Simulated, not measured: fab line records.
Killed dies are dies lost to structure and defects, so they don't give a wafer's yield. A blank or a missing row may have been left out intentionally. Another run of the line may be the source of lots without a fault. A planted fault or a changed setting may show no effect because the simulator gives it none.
Matching of chambers + flow gf180mcu + rieDiel-04 running GF_SAB_ETCH_11: 4 sister chambers
The step etches SiO2 in C4F8/O2/Ar, target depth 55 nm, time 8.5 s. 4 wafers are shown with their chamber, then 8 later ones without.

## WAFERS WITH THEIR CHAMBER
| wafer  | chamber | oesProductAu (a.u.) |
|--------|---------|---------------------|
| L080.6 | 2       | 0.986               |
| L082.6 | 3       | 1.009               |
| L087.3 | 1       | 0.992               |
| L092.1 | 0       | 0.998               |

## WAFERS WHOSE CHAMBER IS MISSING
| wafer  | oesProductAu (a.u.) |
|--------|---------------------|
| L092.4 | 0.987               |
| L092.6 | 0.990               |
| L096.3 | 0.987               |
| L096.4 | 0.988               |
| L096.6 | 0.985               |
| L097.3 | 0.984               |
| L097.4 | 0.979               |
| L097.5 | 1.005               |

## EACH ONE'S CHAMBER
| wafer  | from the rows above          | in truth |
|--------|------------------------------|----------|
| L092.4 | can't be placed: 2 or 1      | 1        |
| L092.6 | can't be placed: 1 or 2 or 0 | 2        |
| L096.3 | can't be placed: 2 or 1      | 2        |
| L096.4 | can't be placed: 2 or 1      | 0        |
| L096.6 | can't be placed: 2 or 1      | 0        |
| L097.3 | can't be placed: 2 or 1      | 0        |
| L097.4 | can't be placed: 2 or 1      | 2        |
| L097.5 | can't be placed: 3 or 0      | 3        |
Placed correctly: 0 of 8. Not placeable from these rows: 8 (in 5, the candidates include the true chamber). Wrongly placed: 0.
How it was worked out, from the rows above alone: a wafer's distance from a chamber is the root of the sum, over the readings, of the square of ((its reading less the chamber's mean) divided by the reading's scatter). The wafer belongs to the nearest chamber; if the next one is less than 2 further off, it can't be placed. The mean given for a chamber averages the wafers shown for that chamber. The scatter (one wafer shown for each chamber): square how far every hidden wafer sits from the nearest shown wafer, average those squares and take the square root.
